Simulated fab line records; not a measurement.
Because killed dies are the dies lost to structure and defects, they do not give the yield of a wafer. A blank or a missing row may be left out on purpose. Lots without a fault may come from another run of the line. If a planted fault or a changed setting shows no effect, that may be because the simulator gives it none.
Chamber matching | flow sfq-line | SFQ_TRILAYER_I4_CMP_CMP_100 on cmp-02 has 4 sister chambers
The step polishes SiO2. 4 wafers are shown with their chamber, then 7 later ones without.

== WAFERS WITH THEIR CHAMBER ==
wafer  | chamber | motor-current-A (A)
L125.1 | 3       | 7.4
L128.2 | 2       | 9.6
L131.1 | 0       | 11.4
L131.3 | 1       | 11.3

== WAFERS MISSING THEIR CHAMBER ==
wafer  | motor-current-A (A)
L131.5 | 10.8
L134.4 | 8.0
L134.3 | 10.0
L134.6 | 11.2
L145.3 | 11.5
L145.2 | 7.7
L145.6 | 11.0

== THE CHAMBER EACH PASSED THROUGH ==
wafer  | from the rows above          | in truth
L131.5 | can't be placed: 1 or 0 or 2 | 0
L134.4 | 3                            | 3
L134.3 | 2                            | 2
L134.6 | can't be placed: 1 or 0      | 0
L145.3 | can't be placed: 0 or 1      | 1
L145.2 | 3                            | 3
L145.6 | can't be placed: 1 or 0      | 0
3 of 7 placed correctly. From these rows, 4 cannot be placed; in 4 the true chamber is one of the candidates. Wrongly placed: 0.
How it was worked out, from the rows above alone: a wafer's distance from a chamber is the root of the sum, over the readings, of the square of ((its reading less the chamber's mean) divided by the reading's scatter). If the next closest chamber is less than 2 further off than the closest, the wafer can't be placed; otherwise it belongs to the closest. A chamber's mean is the mean of its shown wafers. The scatter: root of mean squared gap, hidden wafer to nearest shown wafer, with one shown wafer a chamber.
